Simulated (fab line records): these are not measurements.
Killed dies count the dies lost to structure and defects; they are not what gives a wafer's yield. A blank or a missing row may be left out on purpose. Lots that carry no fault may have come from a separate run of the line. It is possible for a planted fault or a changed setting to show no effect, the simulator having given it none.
A lot that was struck, set against a sound lot || flow sky130 || 43 steps out of a route of 708
Sound: the wafers L164.1, L164.3, L164.5. The struck wafers were L179.3, L179.5, L179.6. Last of all comes the cause.
At each step with rows: each side's tool, then ch and its chambers, then its first start. Under that, the readings that differ: sound wafers || struck wafers || difference of the means || sigmas: that difference in standard deviations of wafers without a fault.
alike: same words and numbers on both sides, and readings whose means sit less than 2 such deviations apart. not compared: any withheld reading, any reading some wafer has no value for, any bound like >300 that may hide the same value, and any number with overlapping values for which the record gives no deviation.
A row with sigmas, a row that says differs or no value, or rows on one side alone: a step with any of these is where the two part. Numbers that don't overlap but have no deviation are shown without sigmas and don't part them. A reading missing from all wafers of one side parts the sides only when that side holds two or more wafers.

first, 6 steps without rows for these wafers: SKY_CONTACT_COAT_08 (resist thk 60 nm); SKY_CONTACT_COAT_09 (resist thk 450 nm); SKY_CONTACT_SOFTBAKE_10 (time 90 s); SKY_CONTACT_EXPOSE_11 (exposes mask CTM1, target cd 170 nm); SKY_CONTACT_PEB_12; SKY_CONTACT_DEVELOP_13 (develop time 60 s).
SKY_CONTACT_CD_MEAS_14: target cd 170 nm.
  sound on cd-sem-02, day 33 10:37; struck on cd-sem-02, day 37 21:30
  alike: cd-nm
SKY_CONTACT_OVL_MEAS_15:
  sound on overlay-01, day 33 10:44; struck on overlay-01, day 37 21:35
  alike: CONTACT_OVL
SKY_CONTACT_ETCH_16: etches BARC in N2/H2, stops on SiO2, time 45.9 s, target depth 60 nm.
  sound on rie-diel-01 ch 1,2, day 33 10:46; struck on rie-diel-03 ch 0,1,2, day 37 21:37
  alike: drypump-motor-current-A, oes-product-au, throttle-valve-pct
  not compared: rf-hours-counter-h
then, 3 steps without rows for these wafers: SKY_CONTACT_ETCH_17 (etches SiO2 in C4F8/O2/Ar, stops on Si3N4, target depth 340 nm); SKY_CONTACT_ETCH_18 (etches Si3N4 in CHF3/O2, stops on TiN, time 39 s, target depth 75 nm); SKY_CONTACT_STRIP_19 (strips in O2/N2).
SKY_CONTACT_STRIP_20: strips in post etch residue remover, time 1200 s.
  sound on wet-bench-04 ch 0, day 33 10:59; struck on wet-bench-03 ch 3, day 37 21:50
then, 2 steps without rows for these wafers: SKY_CONTACT_CLEAN_21 (cleans in IPA, time 180 s); SKY_CONTACT_CLEAN_22 (cleans in O3/DIW).
SKY_CONTACT_SPUTTER_23: material TiN, target thk 20 nm, time 80 s.
  sound on pvd-sputter-03, day 33 11:29; struck on pvd-sputter-01, day 37 22:22
  alike: throttle-valve-pct
then, 1 step without rows for these wafers: SKY_CONTACT_CVD_24 (deposits W, target thk 340 nm, time 102.12 s).
SKY_CONTACT_RS_MEAS_25: measurement is done with a four-point probe.
  sound on film-metro-04, day 33 11:40; struck on film-metro-03, day 37 22:35
  alike: CONTACT_W_RS
SKY_CONTACT_THK_MEAS_26: measures by xrf.
  sound on film-metro-04, day 33 11:47; struck on film-metro-03, day 37 22:41
{"reading": "CONTACT_W_THK (nm)", "sound": "348 330 345", "struck": "323 326 330", "difference": -15, "sigmas": -2}
SKY_CONTACT_CMP_27: polishes, stops on SiO2, t overpolish 15 s, target thk 0 nm.
  sound on cmp-02 ch 0,1,3, day 33 11:50; struck on cmp-01 ch 0,1,3, day 37 22:52
  alike: motor-current-A, overpolish-run-s, time-to-endpoint-s
then, 3 steps without rows for these wafers: SKY_METAL1_SPUTTER_00 (material Ti, target thk 15 nm, time 10 s); SKY_METAL1_SPUTTER_01 (material TiN, target thk 20 nm, time 16.7 s); SKY_METAL1_SPUTTER_02 (material AlCu, target thk 250 nm, time 13.3 s).
SKY_METAL1_SPUTTER_03: material Ti, target thk 5 nm, time 3.3 s.
  sound on pvd-sputter-02, day 33 12:13; struck on pvd-sputter-04, day 37 23:06
  alike: throttle-valve-pct
then, 1 step without rows for these wafers: SKY_METAL1_SPUTTER_04 (material TiN, target thk 70 nm, time 58.3 s).
SKY_METAL1_RS_MEAS_05: measurement is done with a four-point probe.
  sound on film-metro-02, day 33 12:17; struck on film-metro-02, day 37 23:12
  alike: METAL1_ALCU_RS
SKY_METAL1_THK_MEAS_06: measures by xrf.
  sound on film-metro-02, day 33 12:24; struck on film-metro-02, day 37 23:18
  alike: METAL1_ALCU_THK
then, 8 steps without rows for these wafers: SKY_METAL1_DEHYDRATE_07 (time 60 s); SKY_METAL1_HMDS_08 (prime time 60 s); SKY_METAL1_COAT_09 (resist thk 60 nm); SKY_METAL1_COAT_10 (resist thk 450 nm); SKY_METAL1_SOFTBAKE_11 (time 90 s); SKY_METAL1_EXPOSE_12 (exposes mask MM1, target cd 140 nm); SKY_METAL1_PEB_13; SKY_METAL1_DEVELOP_14 (develop time 60 s).
SKY_METAL1_CD_MEAS_15: target cd 140 nm.
  sound on cd-sem-02, day 34 14:52; struck on cd-sem-02, day 38 23:37
  alike: cd-nm
SKY_METAL1_OVL_MEAS_16:
  sound on overlay-02, day 34 14:59; struck on overlay-01, day 38 23:43
  alike: METAL1_OVL
then, 2 steps without rows for these wafers: SKY_METAL1_DESCUM_17 (chemistry O2, time 8 s); SKY_METAL1_ETCH_18 (etches BARC in N2/H2, stops on SiO2, time 45.9 s, target depth 60 nm).
SKY_METAL1_METAL_ETCH_19: etches the open film in Cl2/BCl3, stops on SiO2, target depth 360 nm, time 78 s.
  sound on rie-metal-03 ch 1, day 34 15:07; struck on rie-metal-04 ch 0,1, day 38 23:52
{"reading": "drypump-motor-current-A (A)", "sound": "6.1 6.1 6.2", "struck": "4.9 5.4 4.9", "difference": -1.1, "sigmas": -2}
  alike: oes-product-au, throttle-valve-pct
  not compared: rf-hours-counter-h
then, 2 steps without rows for these wafers: SKY_METAL1_STRIP_20 (strips in O2/N2); SKY_METAL1_STRIP_21 (strips in post etch residue remover, time 1200 s).
-- the record jumps here: 11 days lie between the struck wafers' starts before and after (it left off in module METAL1 and takes up again in module PAD_OPEN, whose first step shown is number 708 of the route) --
SKY_PAD_OPEN_PROBE_99:
  sound on prober-01, day 47 03:45; struck on prober-02, day 50 07:09
{"reading": "hold", "sound": "- - -", "struck": "await-dispo/14.5h/release await-dispo/14.5h/release await-dispo/14.5h/release", "difference": "no value on the sound wafers", "sigmas": ""}
{"reading": "killed-at-contacts", "sound": "24 26 32", "struck": "75 62 66", "difference": "+40", "sigmas": "+7"}
{"reading": "killed-dies", "sound": "88 96 108", "struck": "137 115 112", "difference": "+24", "sigmas": "+2"}
{"reading": "killed-open", "sound": "55 45 65", "struck": "45 37 35", "difference": -16, "sigmas": -2}
  alike: killed_at_M0_to_M3, killed_at_M4_up, killed-at-front-end, killed-at-other, killed-short

== WHERE THEY PART ==
At SKY_CONTACT_THK_MEAS_26 first; at SKY_PAD_OPEN_PROBE_99 last (within this record only).

WHY: whatever the simulator had introduced
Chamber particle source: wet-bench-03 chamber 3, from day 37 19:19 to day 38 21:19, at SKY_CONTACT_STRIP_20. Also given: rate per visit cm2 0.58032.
